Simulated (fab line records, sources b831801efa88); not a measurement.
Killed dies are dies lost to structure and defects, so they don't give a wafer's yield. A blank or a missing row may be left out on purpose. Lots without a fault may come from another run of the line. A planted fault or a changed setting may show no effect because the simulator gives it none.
A struck lot beside a sound one | flow sky130 | 36 steps out of a route of 708
Sound: wafers L680.2, L680.4, L680.5. Struck: wafers L689.3, L689.4, L689.5. The cause comes at the end.
At each step with rows: each side's tool, then ch and its chambers, then its first start. Under that, the readings that differ: sound wafers | struck wafers | difference of the means | sigmas: that difference in standard deviations of wafers without a fault.
alike: readings whose means differ by less than 2 such deviations, and words and numbers that are the same on both sides. not compared: withheld readings, readings that some wafer has no value for, bounds like >300 that may hide the same value, and numbers for which the record gives no deviation and whose values overlap.
The two part at a step that has a row with sigmas, a row that says differs or no value, or rows on one side only. Numbers that don't overlap but have no deviation are shown without sigmas and don't part them. A reading that every wafer of one side lacks parts them only if that side has two wafers or more.

first, 10 steps without rows for these wafers: SKY_POLY_CUT_ETCH_10 (etches BARC in N2/H2, stops on SiO2, time 45.9 s, target depth 60 nm); SKY_POLY_CUT_ETCH_11 (etches Si3N4 in CF4/CH2F2/Ar, stops on poly-Si, time 42.5 s, target depth 60 nm); SKY_POLY_CUT_STRIP_12 (strips in O2/N2); SKY_SD_P_DEHYDRATE_00 (time 60 s); SKY_SD_P_HMDS_01 (prime time 60 s); SKY_SD_P_COAT_02 (resist thk 1140 nm); SKY_SD_P_SOFTBAKE_03 (time 60 s); SKY_SD_P_EXPOSE_04 (exposes mask PSDM, target cd 380 nm); SKY_SD_P_PEB_05; SKY_SD_P_DEVELOP_06 (develop time 60 s).
SKY_SD_P_IMPLANT_09:
  sound on implanter-01 ch 0, day 26 04:31; struck on implanter-03 ch 0, day 28 18:19
  alike: dose_ions_cm2, end_station_pressure_torr
SKY_SD_P_STRIP_10: strips in O2/N2.
  sound on plasma_asher-04 ch 0,1, day 26 04:38; struck on plasma_asher-04 ch 0,1, day 28 18:26
  reading                      | sound             | struck            | difference | sigmas
  oes_product_au (a.u.)        | 0.618 0.621 0.629 | 0.590 0.580 0.595 | -0.034     | -7
  strip_time_to_endpoint_s (s) | 17.55 17.54 17.57 | 18.93 18.97 19.00 | +1.41      | +25
  alike: drypump_motor_current_A, n2_flow_sccm
  not compared: rf_hours_counter_h
SKY_SD_P_TW_MEAS_11:
  sound on film_metro-01, day 26 04:45; struck on film_metro-04, day 28 18:35
  reading | sound          | struck         | difference | sigmas
  SD_P_TW | 2893 2892 2889 | 3128 3113 3112 | +226       | +5
then, 21 steps without rows for these wafers: SKY_RES_XHIGH_DEHYDRATE_00 (time 60 s); SKY_RES_XHIGH_HMDS_01 (prime time 60 s); SKY_RES_XHIGH_COAT_02 (resist thk 1140 nm); SKY_RES_XHIGH_SOFTBAKE_03 (time 61.26 s); SKY_RES_XHIGH_EXPOSE_04 (exposes mask URPM, target cd 1270 nm); SKY_RES_XHIGH_PEB_05; SKY_RES_XHIGH_DEVELOP_06 (develop time 60 s); SKY_RES_XHIGH_IMPLANT_07; SKY_RES_XHIGH_STRIP_08 (strips in O2/N2); SKY_SD_N_DEHYDRATE_00 (time 60 s); SKY_SD_N_HMDS_01 (prime time 60 s); SKY_SD_N_COAT_02 (resist thk 1140 nm); SKY_SD_N_SOFTBAKE_03 (time 60 s); SKY_SD_N_EXPOSE_04 (exposes mask NSDM, target cd 380 nm); SKY_SD_N_PEB_05; SKY_SD_N_DEVELOP_06 (develop time 60 s); SKY_SD_N_IMPLANT_09; SKY_SD_N_IMPLANT_10; SKY_SD_N_STRIP_11 (strips in O2/N2); SKY_SD_N_CLEAN_13 (cleans in SC1/SC2, time 150 s); SKY_SD_N_RTA_14 (time 2 s).
-- the record jumps here: 2 days lie between the struck wafers' starts before and after --
SKY_SD_N_RS_MEAS_17: measures by four-point-probe.
  sound on film_metro-03, day 28 15:19; struck on film_metro-03, day 31 02:41
  reading          | sound             | struck            | difference | sigmas
  SD_P_RS (ohm/sq) | 146.7 147.4 146.9 | 137.9 137.6 137.8 | -9.2       | -23
-- the record jumps here: 17 days lie between the struck wafers' starts before and after (it left off in module SD_N and takes up again in module PAD_OPEN, whose first step shown is number 708 of the route) --
SKY_PAD_OPEN_PROBE_99:
  sound on prober-01, day 46 05:29; struck on prober-02, day 47 23:23
  reading                                | sound             | struck            | difference | sigmas
  model.etest.res_pdiff.line_ohm_um      | 1421 1402 1365    | 1160 1131 1134    | -254       |
  model.etest.res_high_po.line_ohm_um    | 749.7 754.6 775.5 | 512.2 501.8 535.2 | -243.5     |
  model.etest.licon_high_po.rc_ohm       | 340.2 374.2 358.6 | 188.8 193.9 197.4 | -164.3     |
  model.etest.pfet_g5v0d10v5.r_on_ohm_um | 4870 4810 4818    | 4641 4635 4638    | -195       |
  model.etest.licon_pdiff.rc_ohm         | 567.8 618.1 605.4 | 471.2 485.6 477.2 | -119.1     |
  model.etest.pfet_01v8.r_on_ohm_um      | 3028 2998 2969    | 2892 2901 2833    | -123       |
  model.etest.res_high_po.rs_ohm_sq      | 263 269.2 267.3   | 178.7 175.7 186.2 | -86.3      |
  model.etest.res_pdiff_hv.rs_ohm_sq     | 195.7 195 195.7   | 156.9 157.2 157.1 | -38.4      |
  alike: killed_at_M0_to_M3, killed_at_M4_up, killed_at_contacts, killed_at_front_end, killed_at_other, killed_dies, killed_open, killed_short

WHERE THEY PART
First at SKY_SD_P_STRIP_10; last, within this record, at SKY_SD_N_RS_MEAS_17. Later steps at which nothing parts them and some readings are alike: SKY_PAD_OPEN_PROBE_99.

WHY: what the simulator had put in
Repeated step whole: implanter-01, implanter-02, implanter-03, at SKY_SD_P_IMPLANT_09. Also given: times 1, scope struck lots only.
